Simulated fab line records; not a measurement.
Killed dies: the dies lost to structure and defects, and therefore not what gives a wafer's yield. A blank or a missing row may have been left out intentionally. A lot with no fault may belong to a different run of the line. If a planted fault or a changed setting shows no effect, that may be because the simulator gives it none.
Matching of chambers	flow sky130	pecvd-02 running SKY_CAP2M_CVD_00: 3 sister chambers
The step deposits SiO2, target thk 15.5 nm. 6 wafers are shown with their chamber, then 11 later ones without.

== WAFERS, EACH WITH ITS CHAMBER ==
wafer	chamber	heaterPowerW (W)
L087.1	1	598
L087.3	2	793
L087.4	1	602
L089.4	0	807
L089.6	2	707
L092.2	0	840

== WAFERS WITH NO CHAMBER GIVEN ==
wafer	heaterPowerW (W)
L092.5	694
L092.6	778
L091.1	756
L091.3	666
L091.4	755
L094.2	607
L094.3	707
L094.4	609
L097.2	743
L097.3	724
L097.4	662

== THE CHAMBER EACH PASSED THROUGH ==
wafer	from the rows above	in truth
L092.5	can't be placed: 2 or 1 or 0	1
L092.6	can't be placed: 2 or 0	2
L091.1	can't be placed: 2 or 0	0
L091.3	can't be placed: 1 or 2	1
L091.4	can't be placed: 2 or 0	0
L094.2	1	1
L094.3	can't be placed: 2 or 1 or 0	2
L094.4	1	1
L097.2	can't be placed: 2 or 0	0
L097.3	can't be placed: 2 or 0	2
L097.4	can't be placed: 1 or 2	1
Correct placement for 2 of the 11. Not placeable from these rows: 9 (in 9, the candidates include the true chamber). Placed wrongly: 0.
How it was worked out, from the rows above alone: a wafer's distance from a chamber is the root of the sum, over the readings, of the square of ((its reading less the chamber's mean) divided by the reading's scatter). The wafer belongs to the nearest chamber; if the next one is less than 2 further off, it can't be placed. The mean given for a chamber averages the wafers shown for that chamber. The scatter is the square root of a quotient: the sum, over the shown wafers, of each reading's squared deviation from its chamber's mean, divided by wafers minus chambers.
